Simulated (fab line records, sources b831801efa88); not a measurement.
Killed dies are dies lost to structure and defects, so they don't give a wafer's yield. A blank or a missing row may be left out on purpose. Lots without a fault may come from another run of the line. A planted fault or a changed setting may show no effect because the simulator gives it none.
Which tool did it? | flow sky130 | 24 lots, 72 wafers sampled, at 5 steps of a route of 708

WHAT THE GAUGES READ, wafer by wafer
SKY_VT_ADJUST_HVTR_CD_MEAS_07: target cd 380 nm. Usual: cd_nm 379.7 nm, standard deviation 2.2.
lot  | measured     | on        | cd_nm (nm)        | flag
L074 | day 9 07:45  | cd_sem-02 | 379.8 379.9 380.8 |
L075 | day 9 17:37  | cd_sem-01 | 380.1 377.2 379.7 |
L076 | day 10 01:42 | cd_sem-02 | 381.0 378.5 378.3 |
L077 | day 10 09:03 | cd_sem-01 | 380.2 380.9 382.1 |
L078 | day 10 16:14 | cd_sem-02 | 381.5 380.3 381.9 |
L079 | day 11 02:29 | cd_sem-01 | 378.8 379.3 382.6 |
L080 | day 11 04:17 | cd_sem-02 | 377.5 378.7 377.9 |
L081 | day 11 11:51 | cd_sem-01 | 381.2 381.9 383.6 |
L082 | day 11 20:18 | cd_sem-01 | 379.9 381.2 381.0 |
L083 | day 12 05:52 | cd_sem-01 | 378.3 376.6 378.6 |
L084 | day 12 10:25 | cd_sem-01 | 377.8 376.1 375.6 |
L085 | day 12 15:20 | cd_sem-02 | 383.5 383.3 380.2 |
L086 | day 12 23:25 | cd_sem-02 | 382.8 383.2 384.1 |
L087 | day 13 06:54 | cd_sem-02 | 379.9 378.3 380.2 |
L088 | day 13 12:25 | cd_sem-01 | 374.9 375.3 373.2 |
L089 | day 13 22:19 | cd_sem-01 | 377.2 378.1 376.4 |
L090 | day 14 10:21 | cd_sem-02 | 378.6 379.6 381.0 |
L091 | day 14 23:45 | cd_sem-01 | 380.8 378.9 379.5 |
L092 | day 15 00:38 | cd_sem-02 | 379.6 379.0 379.4 |
L093 | day 15 01:57 | cd_sem-01 | 375.6 378.4 378.3 |
L094 | day 15 11:07 | cd_sem-02 | 379.7 378.5 379.3 |
L095 | day 15 18:53 | cd_sem-02 | 383.3 382.7 383.2 |
L096 | day 16 04:02 | cd_sem-01 | 380.5 379.7 380.3 |
L097 | day 16 10:31 | cd_sem-02 | 381.2 383.6 382.1 |

SKY_GATE_OXIDE_THK_MEAS_02. Usual: GATE_OXIDE_OXIDATION_00_THK 10.29 nm, standard deviation 0.15.
lot  | measured     | on            | GATE_OXIDE_OXIDATION_00_THK (nm) | flag
L074 | day 12 19:13 | film_metro-04 | 10.26 10.22 10.42                |
L075 | day 13 06:25 | film_metro-01 | 10.43 10.38 10.20                |
L076 | day 13 06:26 | film_metro-02 | 10.29 10.21 10.25                |
L077 | day 13 21:42 | film_metro-01 | 10.36 10.16 10.17                |
L078 | day 14 09:41 | film_metro-01 | 10.26 10.51 10.43                |
L079 | day 14 19:33 | film_metro-01 | 10.24 10.26 10.17                |
L080 | day 14 19:34 | film_metro-04 | 10.45 10.33 10.54                |
L081 | day 15 00:22 | film_metro-02 | 10.15 10.30 10.37                |
L082 | day 15 15:07 | film_metro-02 | 10.24 10.28 10.31                |
L083 | day 15 18:03 | film_metro-02 | 10.24 10.06 10.32                |
L084 | day 15 23:33 | film_metro-01 | 10.24 10.12 10.18                |
L085 | day 15 23:34 | film_metro-04 | 10.05 10.14 10.04                |
L086 | day 16 12:26 | film_metro-02 | 10.44 10.15 10.23                |
L087 | day 16 23:40 | film_metro-01 | 10.48 10.44 10.27                |
L088 | day 17 05:55 | film_metro-02 | 10.28 10.42 10.41                |
L089 | day 17 18:28 | film_metro-02 | 10.15 10.40 10.21                |
L090 | day 18 06:58 | film_metro-02 | 10.48 10.55 10.59                |
L091 | day 18 23:37 | film_metro-01 | 10.22 10.43 10.51                |
L092 | day 19 03:58 | film_metro-01 | 10.20 10.12 10.20                |
L093 | day 19 03:58 | film_metro-02 | 10.40 10.60 10.38                |
L094 | day 19 13:08 | film_metro-01 | 10.28 10.18 10.14                |
L095 | day 19 22:28 | film_metro-01 | 10.10 10.09 9.96                 |
L096 | day 20 10:14 | film_metro-02 | 10.27 10.22 10.23                |
L097 | day 20 13:54 | film_metro-04 | 10.13 10.05 10.09                |

SKY_POLY_CUT_CD_MEAS_08: target cd 270 nm. Usual: cd_nm 269.1 nm, standard deviation 1.4.
lot  | measured     | on        | cd_nm (nm)        | flag
L074 | day 24 12:51 | cd_sem-01 | 269.7 271.1 270.5 |
L075 | day 24 16:40 | cd_sem-02 | 268.4 270.2 267.3 |
L076 | day 24 17:54 | cd_sem-02 | 270.1 270.9 271.1 |
L077 | day 25 13:55 | cd_sem-01 | 272.7 271.2 271.1 |
L078 | day 25 21:40 | cd_sem-02 | 267.8 269.4 268.7 |
L079 | day 26 08:45 | cd_sem-02 | 269.3 269.8 270.9 |
L080 | day 26 12:22 | cd_sem-01 | 269.8 269.8 269.7 |
L081 | day 26 13:47 | cd_sem-01 | 268.9 270.1 269.7 |
L082 | day 27 03:54 | cd_sem-02 | 267.6 266.9 267.6 |
L083 | day 27 13:35 | cd_sem-02 | 269.6 270.5 271.1 |
L084 | day 27 20:42 | cd_sem-02 | 269.1 269.8 269.3 |
L085 | day 27 20:21 | cd_sem-02 | 268.5 268.9 268.7 |
L086 | day 28 05:50 | cd_sem-02 | 269.6 269.0 269.4 |
L087 | day 28 16:57 | cd_sem-01 | 268.0 269.2 268.1 |
L088 | day 28 18:43 | cd_sem-01 | 268.0 268.8 268.9 |
L089 | day 29 07:57 | cd_sem-01 | 268.7 269.1 269.0 |
L090 | day 30 00:18 | cd_sem-02 | 271.5 269.6 270.2 |
L091 | day 30 15:19 | cd_sem-02 | 271.1 269.9 270.2 |
L092 | day 30 17:20 | cd_sem-01 | 268.2 267.7 266.7 |
L093 | day 30 16:59 | cd_sem-01 | 268.6 267.3 266.8 |
L094 | day 30 22:31 | cd_sem-02 | 268.4 268.1 268.9 |
L095 | day 31 11:02 | cd_sem-02 | 267.8 265.5 268.2 |
L096 | day 31 16:25 | cd_sem-02 | 268.4 268.9 268.3 |
L097 | day 32 00:17 | cd_sem-01 | 271.6 271.9 272.4 |

SKY_CAPM_THK_MEAS_01. Usual: CAPM_CVD_00_THK 15.49 nm, standard deviation 0.28.
lot  | measured     | on            | CAPM_CVD_00_THK (nm) | flag
L074 | day 36 13:19 | film_metro-02 | 15.57 16.10 15.81    |
L075 | day 36 17:52 | film_metro-04 | 15.06 15.27 15.47    |
L076 | day 36 18:58 | film_metro-01 | 15.49 15.67 15.74    |
L077 | day 37 13:05 | film_metro-01 | 14.92 15.24 15.47    |
L078 | day 37 18:33 | film_metro-01 | 15.46 15.70 15.47    |
L079 | day 38 04:45 | film_metro-04 | 15.10 15.04 15.03    |
L080 | day 38 06:24 | film_metro-04 | 15.21 15.72 15.36    |
L081 | day 38 11:38 | film_metro-02 | 15.13 15.20 15.23    |
L082 | day 38 21:39 | film_metro-01 | 15.72 15.93 16.09    |
L083 | day 39 05:34 | film_metro-01 | 15.14 15.13 15.28    |
L084 | day 39 13:18 | film_metro-04 | 15.68 15.74 15.70    |
L085 | day 39 11:17 | film_metro-04 | 15.19 15.47 15.23    |
L086 | day 39 20:23 | film_metro-01 | 15.55 15.61 15.67    |
L087 | day 40 07:20 | film_metro-02 | 15.48 15.39 15.56    |
L088 | day 40 08:00 | film_metro-04 | 15.30 15.30 15.39    |
L089 | day 40 18:32 | film_metro-01 | 15.63 16.00 16.10    |
L090 | day 41 08:57 | film_metro-04 | 15.19 15.28 15.55    |
L091 | day 41 21:54 | film_metro-01 | 15.32 15.21 15.50    |
L092 | day 42 00:17 | film_metro-04 | 15.01 15.12 15.38    |
L093 | day 42 00:10 | film_metro-02 | 15.31 15.59 15.64    |
L094 | day 42 03:22 | film_metro-02 | 15.61 15.59 15.66    |
L095 | day 42 13:41 | film_metro-02 | 15.86 15.87 16.10    |
L096 | day 42 21:08 | film_metro-04 | 15.36 15.05 15.58    |
L097 | day 43 02:08 | film_metro-01 | 15.76 15.83 16.03    |

WHICH TOOL RAN EACH LOT (tool, then ch and the chambers of the sampled wafers, then the start)
lot  | SKY_METAL2_SPUTTER_02
L074 | pvd_sputter-04, day 34 05:44
L075 | pvd_sputter-04, day 34 12:18
L076 | pvd_sputter-03, day 34 12:20
L077 | pvd_sputter-04, day 35 05:58
L078 | pvd_sputter-02, day 35 10:46
L079 | pvd_sputter-03, day 35 21:10
L080 | pvd_sputter-02, day 36 00:07
L081 | pvd_sputter-04, day 36 04:10
L082 | pvd_sputter-03, day 36 15:37
L083 | pvd_sputter-04, day 36 22:30
L084 | pvd_sputter-03, day 37 07:32
L085 | pvd_sputter-02, day 37 05:52
L086 | pvd_sputter-04, day 37 14:56
L087 | pvd_sputter-04, day 37 23:01
L088 | pvd_sputter-03, day 38 03:03
L089 | pvd_sputter-03, day 38 13:48
L090 | pvd_sputter-03, day 39 04:49
L091 | pvd_sputter-04, day 39 18:59
L092 | pvd_sputter-04, day 39 21:12
L093 | pvd_sputter-03, day 39 20:31
L094 | pvd_sputter-04, day 39 23:51
L095 | pvd_sputter-02, day 40 11:16
L096 | pvd_sputter-02, day 40 18:14
L097 | pvd_sputter-03, day 41 00:01
- SKY_METAL2_SPUTTER_02: material AlCu, target thk 250 nm, time 13.3 s.

WHAT THE TOOLS THEMSELVES READ (means of the sampled wafers that have a number; where no wafer has one, the mark that the record gives instead)
SKY_METAL2_SPUTTER_02. Usual: throttle_valve_pct 30.3 %, standard deviation 0.9.
lot  | tool           | throttle_valve_pct (%) | flag
L074 | pvd_sputter-04 | 30.8                   |
L075 | pvd_sputter-04 | 30.8                   |
L076 | pvd_sputter-03 | 31.1                   |
L077 | pvd_sputter-04 | 30.6                   |
L078 | pvd_sputter-02 | 29.5                   |
L079 | pvd_sputter-03 | 30.5                   |
L080 | pvd_sputter-02 | 29.9                   |
L081 | pvd_sputter-04 | 30.1                   |
L082 | pvd_sputter-03 | 31.2                   |
L083 | pvd_sputter-04 | 30.1                   |
L084 | pvd_sputter-03 | 30.4                   |
L085 | pvd_sputter-02 | 30.5                   |
L086 | pvd_sputter-04 | 31.1                   |
L087 | pvd_sputter-04 | 30.0                   |
L088 | pvd_sputter-03 | 30.4                   |
L089 | pvd_sputter-03 | 29.9                   |
L090 | pvd_sputter-03 | 30.1                   |
L091 | pvd_sputter-04 | 30.7                   |
L092 | pvd_sputter-04 | 30.1                   |
L093 | pvd_sputter-03 | 31.1                   |
L094 | pvd_sputter-04 | 30.2                   |
L095 | pvd_sputter-02 | 30.2                   |
L096 | pvd_sputter-02 | 29.8                   |
L097 | pvd_sputter-03 | 29.8                   |

THE ANSWER, worked out from the rows above alone
Rule: a lot is off if the mean of its wafers that have a number lies more than 3 standard deviations from the usual mean. A lot without any number at a reading at which 4 lots or more have one is off too. The other lots that the step has rows for count as sound. The gauges are gone through in route order, then the tools' own readings, and for those a lot's mean is taken as printed above. The first step at which some lot is off is used, and at that step the reading that is off furthest; a lot without a number counts as furthest.
No lot is off at any reading shown: from this, nothing can be told.

WHAT THE SIMULATOR HAD PUT IN
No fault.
